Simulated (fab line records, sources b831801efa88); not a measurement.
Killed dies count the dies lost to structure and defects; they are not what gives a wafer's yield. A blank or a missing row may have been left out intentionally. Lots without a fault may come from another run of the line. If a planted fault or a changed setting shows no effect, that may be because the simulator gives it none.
fab line records	flow sky130
record lots=6	wafers=18	last-day=49
route steps=708 shown PWDE@46 NWELL@56 PAD_OPEN@708
lots untouched by any fault: they come from a run of this same line in which no faults occurred
start-h: start of the lot's first displayed wafer, in hours after the record's first day	wait-h: time in hours since the lot's previous step	" same as the row above	L1.1+2: a single row standing in for several wafers	- no value present, or no start provided	* or withheld: withheld	< > ~ a bound
route shown NAME@n: names a module that has steps shown in the file, with the first one's number in the route	usual: mean and standard deviation over wafers with no fault	same: alike in all rows	chamber/n: place in a boat	sites: the reading at each site	_std_site: standard deviation of those values	_edge_site: mean of outer sites minus mean of inner sites	radius-mm: how far each site lies from the wafer's centre	mask NAME#n: copy n	behind: the tool/chamber that last shaped the wafer	hold: what put the lot on hold/how long, in hours/how the hold closed	device: whichever transistor did not switch (one of n, p or np)	end of line: tests of these same wafers at the route's end	step lacking rows: just its recipe	killed: the dies lost at the first sort to structure and to defects; this is not the yield of the wafer	map: per-die view of a wafer (x killed, . not killed, _ where there is no die)
set.NAME: the run value of the setting; set.NAME@STEP: its run value at that earlier step	model.NAME: the simulator's own value behind a step, which no gauge read
lots seen at some steps along the route; tables by step, rows by wafer
services: from which hour (start-h, from the record's first day; less than 0 if before it) a tool's chamber was out of use, for how many hours, and why
## steps
# step SKY_PWDE_HMDS_01
# recipe prime-time-s=60	prime-temp-c=120
# step SKY_PWDE_COAT_02
# recipe spin-rpm=2000	resist-thk-nm=3000
# step SKY_PWDE_SOFTBAKE_03
# recipe temp-c=110	time-s=withheld
# step SKY_PWDE_EXPOSE_04
# recipe mask-id=PWDEM	na=0.6	source-shape=conventional	sigma-outer=0.6	polarization=unpolarized	target-cd-nm=840	dose-mj=214
# step SKY_PWDE_PEB_05
# recipe temp-c=115	time-s=withheld
# step SKY_PWDE_DEVELOP_06
# recipe wall-angle-deg=90	developer=TMAH	develop-time-s=60	dev-temp-c=23
# step SKY_PWDE_OVL_MEAS_07
# usual PWDE_OVL=1.1/1.4
lot.wafer	tool	chamber	start-h	wait-h	PWDE_OVL[nm]
L542.1	overlay-02	-	105.85	-	1.5
L542.3	"	-	"	"	0.2
L542.6	"	-	"	"	-0.5
L543.2	overlay-02	-	109.68	-	3.5
L543.4	"	-	"	"	3.4
L543.5	"	-	"	"	3.3
L550.1	overlay-02	-	146.50	-	2.7
L550.2	"	-	"	"	2.7
L550.5	"	-	"	"	3.6
L551.2	overlay-01	-	158.37	-	0.0
L551.4	"	-	"	"	0.0
L551.6	"	-	"	"	-1.6
L553.1	overlay-01	-	166.80	-	0.5
L553.2	"	-	"	"	-0.6
L553.4	"	-	"	"	-0.2
L557.1	overlay-02	-	186.45	-	3.8
L557.3	"	-	"	"	2.4
L557.6	"	-	"	"	2.5
# step SKY_PWDE_IMPLANT_08
# recipe species=B	energy-kev=150	dose-cm2=3.6e+12	tilt-deg=withheld
# step SKY_PWDE_STRIP_09
# recipe chemistry=O2/N2	power-w=1400	pressure-mtorr=1500	platen-temp-c=withheld	o2-flow-sccm=3000	n2-flow-sccm=300	overash-fraction=0.5
# usual drypump-motor-current-A=5.9/0.35	oes-product-au=0.723/0.0042	strip-time-to-endpoint-s=36.93/0.11
lot.wafer	tool	chamber	start-h	wait-h	drypump-motor-current-A	oes-product-au	rf-hours-counter-h	strip-time-to-endpoint-s
L542.1	plasma-asher-02	0	106.04	0.1	6.1	0.730	45	37.05
L542.3	"	1	"	"	5.7	0.722	-	37.06
L542.6	"	1	"	"	5.6	0.715	-	37.12
L543.2	plasma-asher-02	1	109.86	0.1	5.6	0.719	45	36.97
L543.4	"	0	"	"	6.0	0.727	-	36.96
L543.5	"	1	"	"	5.7	0.722	-	36.93
L550.1	plasma-asher-04	1	146.69	0.1	6.4	0.726	31	36.97
L550.2	"	0	"	"	5.4	0.730	31	36.90
L550.5	"	0	"	"	5.4	0.721	-	37.02
L551.2	plasma-asher-04	1	158.55	0.1	6.4	0.725	32	36.94
L551.4	"	1	"	"	6.3	0.717	-	36.93
L551.6	"	0	"	"	5.4	0.725	-	37.01
L553.1	plasma-asher-04	1	166.99	0.1	6.4	0.713	33	37.06
L553.2	"	0	"	"	5.4	0.720	33	37.02
L553.4	"	0	"	"	5.4	0.715	-	37.00
L557.1	plasma-asher-02	1	186.63	0.1	5.6	0.720	53	36.73
L557.3	"	1	"	"	5.7	0.713	-	36.84
L557.6	"	0	"	"	6.1	0.721	-	36.87
# step SKY_PWDE_TW_MEAS_10
# usual PWDE_TW=375.5/2.3
lot.wafer	tool	chamber	start-h	wait-h	PWDE_TW
L542.1	film-metro-03	-	106.14	0.1	376.5
L542.3	"	-	"	"	377.5
L542.6	"	-	"	"	375.2
L543.2	film-metro-02	-	109.97	0.1	376.1
L543.4	"	-	"	"	376.0
L543.5	"	-	"	"	375.8
L550.1	film-metro-02	-	146.79	0.1	376.2
L550.2	"	-	"	"	376.9
L550.5	"	-	"	"	376.3
L551.2	film-metro-04	-	158.66	0.1	375.4
L551.4	"	-	"	"	372.1
L551.6	"	-	"	"	373.2
L553.1	film-metro-03	-	167.09	0.1	378.6
L553.2	"	-	"	"	377.2
L553.4	"	-	"	"	377.5
L557.1	film-metro-04	-	186.73	0.1	371.9
L557.3	"	-	"	"	371.3
L557.6	"	-	"	"	371.4
# step SKY_NWELL_DEHYDRATE_03
# recipe temp-c=200	time-s=60
# step SKY_NWELL_HMDS_04
# recipe prime-time-s=60	prime-temp-c=120
# step SKY_NWELL_COAT_05
# recipe spin-rpm=2000	resist-thk-nm=3000
# usual resist-line-temp-C=23.00/0.11
lot.wafer	tool	chamber	start-h	wait-h	resist-line-temp-C	model.coat_of_NWELL_COAT_05.thk-nm
L542.1	litho-track-02	0	113.91	0.1	22.85	2998
L542.3	"	0	"	"	23.03	3003
L542.6	"	0	"	"	23.10	3004
L543.2	litho-track-03	0	119.13	0.1	22.81	2985
L543.4	"	0	"	"	22.90	2989
L543.5	"	0	"	"	22.81	2983
L550.1	litho-track-02	0	156.86	0.1	23.08	3011
L550.2	"	0	"	"	23.05	3006
L550.5	"	0	"	"	23.03	3004
L551.2	litho-track-02	0	168.59	0.1	23.00	2885
L551.4	"	0	"	"	23.15	2877
L551.6	"	0	"	"	23.03	2885
L553.1	litho-track-02	0	176.86	0.1	23.31	2887
L553.2	"	0	"	"	23.06	2897
L553.4	"	0	"	"	23.06	2897
L557.1	litho-track-04	0	197.00	0.1	23.10	2974
L557.3	"	0	"	"	23.04	2976
L557.6	"	0	"	"	23.09	2976
# step SKY_NWELL_SOFTBAKE_06
# recipe temp-c=110	time-s=withheld
# step SKY_NWELL_EXPOSE_07
# recipe mask-id=NWM	na=0.6	source-shape=conventional	sigma-outer=0.6	polarization=unpolarized	target-cd-nm=840	dose-mj=255
# step SKY_NWELL_PEB_08
# recipe temp-c=115	time-s=withheld
# step SKY_NWELL_DEVELOP_09
# recipe wall-angle-deg=90	developer=TMAH	develop-time-s=62.97	dev-temp-c=23
# usual resist-line-temp-C=22.99/0.1
lot.wafer	tool	chamber	start-h	wait-h	resist-line-temp-C	model.coat_of_NWELL_COAT_05.thk-nm	model.NWELL.cd-nm
L542.1	litho-track-02	0	-	-	23.03	2994	844.4
L542.3	"	0	"	"	23.10	2998	845.8
L542.6	"	0	"	"	23.09	3000	843.8
L543.2	litho-track-02	0	-	-	22.88	2980	847.9
L543.4	"	0	"	"	22.92	2984	847.4
L543.5	"	0	"	"	23.00	2978	849.6
L550.1	litho-track-04	0	-	-	23.02	3006	834.5
L550.2	"	0	"	"	23.00	3002	837.1
L550.5	"	0	"	"	22.98	2999	835.5
L551.2	litho-track-02	0	-	-	22.99	2880	849.8
L551.4	"	0	"	"	23.05	2872	850.6
L551.6	"	0	"	"	23.09	2880	850.5
L553.1	litho-track-03	0	-	-	23.04	2882	850.3
L553.2	"	0	"	"	22.99	2892	850.2
L553.4	"	0	"	"	22.93	2893	849.1
L557.1	litho-track-04	0	-	-	23.11	2969	840
L557.3	"	0	"	"	22.95	2972	842.1
L557.6	"	0	"	"	23.17	2972	838.2
# step SKY_NWELL_OVL_MEAS_10
# usual NWELL_00_OVL=0.6/1.5
lot.wafer	tool	chamber	start-h	wait-h	NWELL_00_OVL[nm]
L542.1	overlay-01	-	124.26	-	-0.7
L542.3	"	-	"	"	-0.6
L542.6	"	-	"	"	-2.3
L543.2	overlay-02	-	128.62	-	0.6
L543.4	"	-	"	"	0.3
L543.5	"	-	"	"	-1.1
L550.1	overlay-02	-	167.05	-	1.4
L550.2	"	-	"	"	0.6
L550.5	"	-	"	"	1.0
L551.2	overlay-02	-	179.47	-	1.1
L551.4	"	-	"	"	2.3
L551.6	"	-	"	"	2.8
L553.1	overlay-02	-	187.50	-	0.2
L553.2	"	-	"	"	0.2
L553.4	"	-	"	"	0.7
L557.1	overlay-02	-	207.15	-	2.7
L557.3	"	-	"	"	2.6
L557.6	"	-	"	"	3.6
# step SKY_NWELL_IMPLANT_11
# recipe species=P	energy-kev=400	dose-cm2=1.9e+13	tilt-deg=withheld
# step SKY_NWELL_IMPLANT_12
# recipe species=P	energy-kev=120	dose-cm2=1.3e+12	tilt-deg=withheld
# step SKY_NWELL_IMPLANT_13
# recipe species=P	energy-kev=50	dose-cm2=7e+11	tilt-deg=withheld
# step SKY_NWELL_STRIP_14
# recipe chemistry=O2/N2	power-w=1400	pressure-mtorr=1500	platen-temp-c=withheld	o2-flow-sccm=3000	n2-flow-sccm=300	overash-fraction=0.5
# usual drypump-motor-current-A=6.1/0.45	oes-product-au=0.723/0.0046	strip-time-to-endpoint-s=36.94/0.13
lot.wafer	tool	chamber	start-h	wait-h	drypump-motor-current-A	oes-product-au	rf-hours-counter-h	strip-time-to-endpoint-s
L542.1	plasma-asher-01	0	124.75	0.1	6.7	0.729	0	36.88
L542.3	"	1	"	"	5.9	0.720	-	36.95
L542.6	"	0	"	"	6.7	0.716	-	36.95
L543.2	plasma-asher-01	1	129.10	0.1	5.9	0.714	1	36.72
L543.4	"	0	"	"	6.7	0.729	-	36.78
L543.5	"	1	"	"	5.9	0.719	-	36.72
L550.1	plasma-asher-01	0	167.53	0.1	6.7	0.727	5	37.03
L550.2	"	1	"	"	5.9	0.714	5	36.99
L550.5	"	0	"	"	6.7	0.727	-	36.96
L551.2	plasma-asher-04	1	179.95	0.1	6.3	0.721	35	35.59
L551.4	"	0	"	"	5.4	0.720	-	35.51
L551.6	"	0	"	"	5.4	0.720	-	35.58
L553.1	plasma-asher-04	0	187.99	0.1	5.4	0.720	36	35.60
L553.2	"	1	"	"	6.3	0.724	36	35.72
L553.4	"	0	"	"	5.5	0.725	-	35.74
L557.1	plasma-asher-04	1	207.63	0.1	6.4	0.726	38	36.60
L557.3	"	0	"	"	5.5	0.729	-	36.65
L557.6	"	1	"	"	6.3	0.724	-	36.64
# step SKY_NWELL_TW_MEAS_15
# usual NWELL_TW=1829/12
lot.wafer	tool	chamber	start-h	wait-h	NWELL_TW
L542.1	film-metro-03	-	124.85	0.1	1845
L542.3	"	-	"	"	1842
L542.6	"	-	"	"	1847
L543.2	film-metro-02	-	129.21	0.1	1829
L543.4	"	-	"	"	1822
L543.5	"	-	"	"	1818
L550.1	film-metro-03	-	167.63	0.1	1816
L550.2	"	-	"	"	1831
L550.5	"	-	"	"	1831
L551.2	film-metro-04	-	180.06	0.1	1809
L551.4	"	-	"	"	1814
L551.6	"	-	"	"	1809
L553.1	film-metro-04	-	188.09	0.1	1799
L553.2	"	-	"	"	1803
L553.4	"	-	"	"	1810
L557.1	film-metro-02	-	207.73	0.1	1825
L557.3	"	-	"	"	1823
L557.6	"	-	"	"	1826
# step SKY_PAD_OPEN_PROBE_99
# usual killed_at_M0_to_M3=44/7.2	killed_at_M4_up=3.1/1.8	killed-at-contacts=25/5.2	killed-at-front-end=15/3.9	killed-at-other=0.2/0.5	killed-dies=86/9.5	killed-open=47/7.3	killed-short=40/6
# same gross-dies=492	killed-at-back-side=0
lot.wafer	tool	chamber	start-h	wait-h	killed_at_M0_to_M3	killed_at_M4_up	killed-at-contacts	killed-at-front-end	killed-at-other	killed-dies	killed-open	killed-short	model.etest.res-nwell.width-nm
L542.1	prober-02	-	1118.77	0.1	41	2	15	16	1	75	42	33	850.1
L542.3	prober-02	-	1118.87	0.2	39	5	19	17	0	80	40	40	848.1
L542.6	prober-02	-	1119.02	0.2	39	1	21	13	0	74	44	30	843
L543.2	prober-02	-	1120.18	0.1	40	5	27	8	2	82	45	37	859.2
L543.4	prober-02	-	1120.28	0.2	41	5	34	8	3	91	52	39	860
L543.5	prober-02	-	1120.33	0.2	50	4	33	12	0	99	58	41	867.1
L550.1	prober-01	-	1157.89	0.1	58	1	32	12	1	104	63	41	837
L550.2	prober-01	-	1157.94	0.1	43	4	31	19	0	97	53	44	839.9
L550.5	prober-01	-	1158.09	0.2	52	1	27	18	0	98	59	39	838.9
L551.2	prober-02	-	1168.33	0.1	47	1	25	9	0	82	47	35	843.5
L551.4	prober-02	-	1168.43	0.2	42	4	27	24	0	97	56	41	846.8
L551.6	prober-02	-	1168.53	0.2	39	3	29	16	0	87	43	44	848.6
L553.1	prober-02	-	1175.72	0.1	48	6	23	19	0	96	59	35	860
L553.2	prober-02	-	1175.77	0.1	38	4	25	15	1	83	43	40	851.4
L553.4	prober-02	-	1175.87	0.2	35	2	38	24	0	99	51	46	860.1
L557.1	prober-01	-	1184.06	0.1	52	1	16	15	0	84	49	35	842.1
L557.3	prober-01	-	1184.16	0.2	42	2	26	13	0	83	51	32	839.9
L557.6	prober-01	-	1184.31	0.2	48	2	31	16	0	97	49	48	837.5
# killed by level:class
L542.1 FIELD_ISO:geometric-particle:open=7 LI_CONTACT:geometric-particle:open=6 VIA1:geometric-particle:short=6 VIA1:geometric-particle:open=6 VIA2:geometric-particle:open=6 CONTACT:geometric-particle:open=5 METAL2:geometric-particle:short=5 VIA3:geometric-particle:open=5
L542.3 VIA1:geometric-particle:open=11 CONTACT:geometric-particle:open=8 VIA2:geometric-particle:open=8 FIELD_ISO:geometric-particle:short=5 LI_CONTACT:geometric-particle:open=5 VIA1:geometric-particle:short=5 METAL3:geometric-particle:short=4 METAL1:geometric-particle:short=4
L542.6 VIA3:geometric-particle:open=8 VIA1:geometric-particle:open=7 LI_CONTACT:geometric-particle:open=6 LOCAL_INTERCONNECT:geometric-particle:short=6 CONTACT:geometric-particle:short=5 METAL1:geometric-particle:short=5 FIELD_ISO:geometric-particle:open=4 CONTACT:geometric-particle:open=4
L543.2 VIA1:geometric-particle:open=12 CONTACT:geometric-particle:open=9 LI_CONTACT:geometric-particle:open=8 VIA3:geometric-particle:open=7 METAL2:geometric-particle:short=6 VIA3:geometric-particle:short=5 CONTACT:geometric-particle:short=4 LOCAL_INTERCONNECT:geometric-particle:short=4
L543.4 CONTACT:geometric-particle:open=12 VIA1:geometric-particle:open=10 LI_CONTACT:geometric-particle:open=8 VIA2:geometric-particle:open=7 CONTACT:geometric-particle:short=5 LI_CONTACT:geometric-particle:short=4 LOCAL_INTERCONNECT:geometric-particle:short=4 METAL1:geometric-particle:open=4
L543.5 VIA1:geometric-particle:open=14 CONTACT:geometric-particle:open=11 LI_CONTACT:geometric-particle:open=10 VIA1:geometric-particle:short=9 VIA2:geometric-particle:open=7 POLY_GATE:geometric-particle:open=5 VIA3:geometric-particle:open=5 VIA2:geometric-particle:short=4
L550.1 VIA1:geometric-particle:open=18 LI_CONTACT:geometric-particle:open=10 VIA3:geometric-particle:open=10 CONTACT:geometric-particle:open=9 CONTACT:geometric-particle:short=7 VIA2:geometric-particle:short=7 LOCAL_INTERCONNECT:geometric-particle:short=5 VIA1:geometric-particle:short=5
L550.2 VIA1:geometric-particle:open=11 CONTACT:geometric-particle:open=10 LI_CONTACT:geometric-particle:open=9 VIA2:geometric-particle:open=8 METAL1:geometric-particle:short=7 FIELD_ISO:geometric-particle:open=6 LOCAL_INTERCONNECT:geometric-particle:short=5 VIA1:geometric-particle:short=5
L550.5 VIA1:geometric-particle:open=19 CONTACT:geometric-particle:open=8 CONTACT:geometric-particle:short=6 LI_CONTACT:geometric-particle:open=6 VIA3:geometric-particle:open=6 METAL1:geometric-particle:short=6 VIA1:geometric-particle:short=6 FIELD_ISO:geometric-particle:open=5
L551.2 VIA3:geometric-particle:open=10 CONTACT:geometric-particle:open=9 VIA1:geometric-particle:open=6 METAL1:geometric-particle:short=6 LOCAL_INTERCONNECT:geometric-particle:short=5 METAL2:geometric-particle:short=5 VIA2:geometric-particle:open=5 LI_CONTACT:geometric-particle:open=4
L551.4 CONTACT:geometric-particle:open=13 VIA1:geometric-particle:open=9 POLY_GATE:geometric-particle:open=9 VIA3:geometric-particle:open=7 FIELD_ISO:geometric-particle:short=6 VIA2:geometric-particle:open=6 METAL2:geometric-particle:short=5 POLY_GATE:geometric-particle:short=4
L551.6 CONTACT:geometric-particle:open=10 VIA1:geometric-particle:open=8 METAL2:geometric-particle:short=8 FIELD_ISO:geometric-particle:open=6 LI_CONTACT:geometric-particle:open=6 VIA1:geometric-particle:short=6 FIELD_ISO:geometric-particle:short=5 LOCAL_INTERCONNECT:geometric-particle:short=5
L553.1 VIA1:geometric-particle:open=11 CONTACT:geometric-particle:open=10 VIA2:geometric-particle:open=8 METAL1:geometric-particle:short=7 FIELD_ISO:geometric-particle:open=6 LI_CONTACT:geometric-particle:open=6 VIA1:geometric-particle:short=5 VIA3:geometric-particle:open=5
L553.2 CONTACT:geometric-particle:open=12 VIA3:geometric-particle:open=7 VIA1:geometric-particle:open=7 CONTACT:geometric-particle:short=5 FIELD_ISO:geometric-particle:open=5 VIA3:geometric-particle:short=5 FIELD_ISO:geometric-particle:short=4 VIA1:geometric-particle:short=4
L553.4 VIA1:geometric-particle:open=10 CONTACT:geometric-particle:short=9 CONTACT:geometric-particle:open=8 LOCAL_INTERCONNECT:geometric-particle:short=7 POLY_GATE:geometric-particle:open=7 LI_CONTACT:geometric-particle:open=7 VIA3:geometric-particle:open=7 LI_CONTACT:geometric-particle:short=5
L557.1 VIA3:geometric-particle:open=10 METAL2:geometric-particle:short=9 VIA1:geometric-particle:open=9 VIA1:geometric-particle:short=7 VIA2:geometric-particle:open=6 CONTACT:geometric-particle:open=6 SPACER:geometric-particle:open=4 LI_CONTACT:geometric-particle:open=4
L557.3 VIA1:geometric-particle:open=12 LI_CONTACT:geometric-particle:open=9 CONTACT:geometric-particle:open=8 VIA3:geometric-particle:open=7 VIA1:geometric-particle:short=6 METAL2:geometric-particle:short=6 LOCAL_INTERCONNECT:geometric-particle:short=4 CONTACT:geometric-particle:short=4
L557.6 LI_CONTACT:geometric-particle:open=10 VIA1:geometric-particle:open=10 VIA3:geometric-particle:open=9 LOCAL_INTERCONNECT:geometric-particle:short=8 CONTACT:geometric-particle:open=7 METAL1:geometric-particle:short=6 FIELD_ISO:geometric-particle:short=5 POLY_GATE:geometric-particle:short=5
## services
tool	chamber	start-h	hours	kind
plasma-asher-02	-	92.35	0.8	repair
plasma-asher-01	-	108.75	9.0	pm
plasma-asher-01	0	108.75	9.0	vent-cycle
plasma-asher-01	1	108.75	9.0	vent-cycle
plasma-asher-01	0	117.75	-	clean
plasma-asher-01	1	117.75	-	clean
## key
first-sign step=SKY_NWELL_STRIP_14	reading=strip-time-to-endpoint-s	direction=down	sigmas=9.9	usual=*	struck=*
effect none on later readings
model-effect step=SKY_NWELL_COAT_05	value=coat_of_NWELL_COAT_05.thk-nm	without=3010	struck=2888
model-effect step=SKY_NWELL_DEVELOP_09	value=coat_of_NWELL_COAT_05.thk-nm	without=3006	struck=2883
model-effect step=SKY_PAD_OPEN_PROBE_99	value=etest.res-nwell.width-nm	without=834.7	struck=851.7
met-at SKY_NWELL_COAT_05
struck-wafers L551.2,L551.4,L551.6,L553.1,L553.2,L553.4
tester-left-out L551,L553
onset-between 156.86 168.59
also-fits SKY_PWDE_STRIP_09:plasma-asher-04
fault kind=process-parameter-drift	tool=litho-track-02	chamber=-	onset-h=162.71	steps=SKY_NWELL_COAT_05	channel=resist-thk-nm	offset=-121.88	shape=step	end-h=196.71	acts-in=these-recipes-only	stated=3000
# tester-left-out: of these lots the tester's yield and bins aren't shown, on N5 and GAA mostly nor the transistor test; their killed dies are dies lost to structure and defects alone, not to doping, threshold or leakage, so they don't give the yield
